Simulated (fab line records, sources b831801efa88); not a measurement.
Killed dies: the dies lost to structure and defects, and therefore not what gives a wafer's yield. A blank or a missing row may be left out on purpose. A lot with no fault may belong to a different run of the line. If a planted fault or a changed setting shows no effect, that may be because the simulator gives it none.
Matching of chambers + flow gf180mcu + GF_V1_CMP_04 on cmp-02: 4 sister chambers
The step polishes SiO2. 14 wafers are shown with their chamber, then 7 later ones without.

EACH WAFER AND ITS CHAMBER
| wafer  | chamber | motor-current-A (A) | time-to-endpoint-s (s) | slurry-flow-ml-min |
|--------|---------|---------------------|------------------------|--------------------|
| L588.3 | 0       | 11.7                | 73                     | 150.2              |
| L588.5 | 0       | 11.7                | 80                     | 149.5              |
| L588.6 | 1       | 14.5                | 75                     | 150.1              |
| L594.3 | 1       | 14.0                | 78                     | 149.9              |
| L594.5 | 1       | 14.2                | 82                     | 149.6              |
| L594.6 | 2       | 13.5                | 92                     | 150.5              |
| L596.2 | 0       | 11.8                | 66                     | 150.7              |
| L596.4 | 1       | 15.0                | 81                     | 150.8              |
| L596.5 | 2       | 14.0                | 84                     | 150.4              |
| L597.1 | 3       | 13.9                | 80                     | 150.5              |
| L597.3 | 1       | 14.0                | 76                     | 150.2              |
| L597.6 | 2       | 13.3                | 83                     | 151.1              |
| L598.1 | 1       | 14.4                | 81                     | 150.0              |
| L598.3 | 2       | 13.6                | 81                     | 150.8              |

SIGNATURES, as means of the wafers listed above
| reading            | chamber 0 | chamber 1 | chamber 2 | chamber 3 | scatter within a chamber |
|--------------------|-----------|-----------|-----------|-----------|--------------------------|
| motor-current-A    | 11.733    | 14.350    | 13.600    | 13.900    | 0.313                    |
| time-to-endpoint-s | 73.00     | 78.83     | 85.00     | 80.00     | 4.59                     |
| slurry-flow-ml-min | 150.133   | 150.100   | 150.700   | 150.500   | 0.427                    |
Rule: distance of a wafer from a chamber = root of the sum over the readings of ((wafer's reading minus chamber's mean) / reading's scatter) squared. The wafer belongs to the nearest chamber; if the next one is less than 2 further off, it can't be placed. The scatter: take each reading less its chamber's mean, square it, sum over the shown wafers, divide by the number of wafers less the number of chambers, and take the root.

WAFERS WITH NO CHAMBER GIVEN
| wafer  | motor-current-A (A) | time-to-endpoint-s (s) | slurry-flow-ml-min |
|--------|---------------------|------------------------|--------------------|
| L598.6 | 12.7                | 86                     | 149.8              |
| L602.2 | 13.0                | 79                     | 150.5              |
| L602.4 | 11.8                | 77                     | 150.5              |
| L602.5 | 14.6                | 81                     | 150.5              |
| L605.1 | 12.1                | 75                     | 149.9              |
| L605.4 | 14.1                | 84                     | 149.4              |
| L605.5 | 14.4                | 88                     | 150.2              |

WHICH CHAMBER EACH WENT THROUGH
| wafer  | from the rows above               | in truth |
|--------|-----------------------------------|----------|
| L598.6 | can't be placed: 2 or 0 or 3 or 1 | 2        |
| L602.2 | can't be placed: 2 or 3 or 0      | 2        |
| L602.4 | 0                                 | 0        |
| L602.5 | can't be placed: 1 or 3           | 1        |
| L605.1 | 0                                 | 0        |
| L605.4 | can't be placed: 1 or 3 or 2      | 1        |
| L605.5 | can't be placed: 1 or 3 or 2      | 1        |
Placed correctly: 2 of 7. Not placeable from these rows: 5 (in 5, the candidates include the true chamber). Number placed wrongly: 0.
